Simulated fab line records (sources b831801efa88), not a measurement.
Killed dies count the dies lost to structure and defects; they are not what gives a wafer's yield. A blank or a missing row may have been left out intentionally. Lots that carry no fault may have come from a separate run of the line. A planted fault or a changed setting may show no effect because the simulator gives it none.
2 desks looking at one fault	flow sfq_line	each desk has only its own numbers; what lay behind them comes last

AT THE TOOL OWNER'S DESK: pecvd-01
The tool's own readings at SFQ_TRILAYER_I4_DEP_PECVD_099 (deposits SiO2 from SiH4/N2O, time 111.11 s, target thk 500 nm): means of the sampled wafers that have a number, for each lot that ran on this tool. Marked OUT: a lot whose mean sits more than 4 standard deviations from the usual mean, which makes it out of limits; the brackets give that distance.
Columns: A = heater_power_outer_w at SFQ_TRILAYER_I4_DEP_PECVD_099, usual 28 W; B = heater_power_w at SFQ_TRILAYER_I4_DEP_PECVD_099, usual 82 W; C = rf_fwd_power_W at SFQ_TRILAYER_I4_DEP_PECVD_099, usual 182.3 W; D = throttle_valve_pct at SFQ_TRILAYER_I4_DEP_PECVD_099, usual 24.7 %
lot	first seen here	A	B	C	D
L884	day 49 10:02	27	80	182.2	25.7
L889	day 52 16:04	37	96	182.6	26.6
L892	day 53 10:20	26	72	182.7	25.2
L893	day 53 18:33	33	88	172.2 (-15) OUT	26.2
L897	day 55 07:29	27	82	173.2 (-14) OUT	26.4
L903	day 57 18:17	39	91	182.3	26.2
L904	day 57 21:29	21	68	182.1	25.9
This desk's finding: out of limits on L893, L897; first on L893, day 53 18:33 (rf_fwd_power_W at SFQ_TRILAYER_I4_DEP_PECVD_099). L884, L889, L892, L903, L904 stayed within limits.

AT THE METROLOGY DESK
What the gauges read, lot by lot, whatever tool the lot ran on: means of the sampled wafers that have a number. Marked OUT: a lot whose mean sits more than 4 standard deviations from the usual mean, which makes it out of limits; the brackets give that distance.
Columns: A = M1_OVL at SFQ_M1_OVL_MEAS_911, usual 3 nm
lot	first seen here	A
L881	day 22 01:20	8
L883	day 24 02:08	6
L884	day 24 20:08	6
L887	day 26 04:40	2
L888	day 26 09:28	-1
L889	day 26 19:04	-5
L891	day 27 10:47	6
L892	day 27 22:47	0
L893	day 28 05:59	-1
L897	day 30 12:07	5
L901	day 32 15:57	-7
L902	day 33 01:34	10
L903	day 33 06:22	3
L904	day 33 12:21	8
This desk's finding: nothing out of limits on any of the 14 lots.

BROUGHT TOGETHER
The tool owner's desk could have raised an alarm at day 53 18:33, on L893, L897.
The metrology desk saw nothing out of limits.
The metrology desk holds a record of L893, L897, inside its limits.
SFQ_TRILAYER_I4_DEP_PECVD_099 was run on pecvd-01 by each of the lots named.

WHAT THE SIMULATOR HAD PUT IN
pecvd-01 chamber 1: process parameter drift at SFQ_TRILAYER_I4_DEP_PECVD_099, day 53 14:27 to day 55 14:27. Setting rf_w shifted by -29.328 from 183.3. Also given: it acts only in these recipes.
Shown lots that were struck: L893, L897.
How many hours passed from the start of the fault until each desk's first out-of-limits reading: the tool owner's desk, 4.
